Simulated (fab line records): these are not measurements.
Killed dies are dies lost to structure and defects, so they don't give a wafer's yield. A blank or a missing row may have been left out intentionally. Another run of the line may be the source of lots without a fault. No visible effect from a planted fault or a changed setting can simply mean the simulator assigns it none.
One fault through the eyes of 2 desks + flow gf180mcu + what lay behind the numbers comes last; until then each desk has only its own

METROLOGY DESK
Lot by lot, what the gauges showed, no matter which tool ran the lot: averages of those sampled wafers that carry a number. If a lot's mean is further than 4 standard deviations from the usual mean, the lot is out of limits and carries the mark OUT (the distance appears in the brackets).
Columns: A = VT_IMPLANT_4_TW at GF_VT_IMPLANT_TW_MEAS_43, usual 691; B = V2_BOW at GF_V2_BOW_MEAS_05, usual 101 um
| lot  | first seen here | A              | B   |
|------|-----------------|----------------|-----|
| L310 | day 7 19:12     | 696            | 101 |
| L311 | day 8 02:31     | 698            | 96  |
| L312 | day 8 10:22     | 685            | 105 |
| L316 | day 9 12:55     | 695            | 92  |
| L317 | day 9 19:48     | 657 (-5.0) OUT | 97  |
| L318 | day 10 01:01    | 693            | 105 |
| L319 | day 10 08:20    | 656 (-5.1) OUT | 105 |
| L326 | day 12 07:23    | 693            | 100 |
| L327 | day 12 14:10    | 683            | 102 |
| L328 | day 12 21:37    | 682            | 92  |
| L329 | day 13 04:01    | 695            | 100 |
| L330 | day 13 11:55    | 685            | 101 |
| L332 | day 14 00:35    | 690            | 96  |
This desk's result: L317, L319 out of limits, first on L317 (VT_IMPLANT_4_TW at GF_VT_IMPLANT_TW_MEAS_43), day 9 19:48. L310, L311, L312, L316, L318, L326, L327, L328, L329, L330, L332: within limits.

TOOL OWNER'S DESK, implanter-03
For each lot that ran on this tool, the mean over its sampled wafers that have a number, from the tool's own readings at GF_VT_IMPLANT_IMPLANT_41. If a lot's mean is further than 4 standard deviations from the usual mean, the lot is out of limits and carries the mark OUT (the distance appears in the brackets).
Columns: A = doseIonsCm2 at GF_VT_IMPLANT_IMPLANT_41, usual 1.0128e+12; B = faradayCurrentUA at GF_VT_IMPLANT_IMPLANT_41, usual 5.70; C = tiltDeg at GF_VT_IMPLANT_IMPLANT_41, usual 6.998 degrees
| lot  | first seen here | A                            | B               | C     |
|------|-----------------|------------------------------|-----------------|-------|
| L316 | day 9 12:40     | 1.0132e+12                   | 5.72            | 7.010 |
| L317 | day 9 19:34     | 8.3447e+11 (-99 or more) OUT | 4.67 (-9.4) OUT | 7.021 |
| L319 | day 10 08:05    | 8.3213e+11 (-99 or more) OUT | 4.65 (-9.5) OUT | 6.997 |
| L329 | day 13 03:49    | 1.0130e+12                   | 5.62            | 6.993 |
Finding of this desk: L317, L319 out of limits; the first was L317 at day 9 19:34, on doseIonsCm2 at GF_VT_IMPLANT_IMPLANT_41. L316, L329: within limits.

BROUGHT TOGETHER
At day 9 19:34, on L317, L319, the tool owner's desk was in a position to raise an alarm.
The metrology desk could have raised an alarm at day 9 19:48, on L317, L319.
Of the lots named, all ran GF_VT_IMPLANT_IMPLANT_41 on implanter-03.

WHAT THE SIMULATOR PUT IN
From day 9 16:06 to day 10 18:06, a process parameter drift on implanter-03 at GF_VT_IMPLANT_IMPLANT_41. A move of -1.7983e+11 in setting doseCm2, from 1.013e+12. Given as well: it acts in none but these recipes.
Struck lots among those shown: L317, L319.
Counting hours from when the fault started, the first reading out of limits came at 3 for the tool owner's desk and at 4 for the metrology desk.
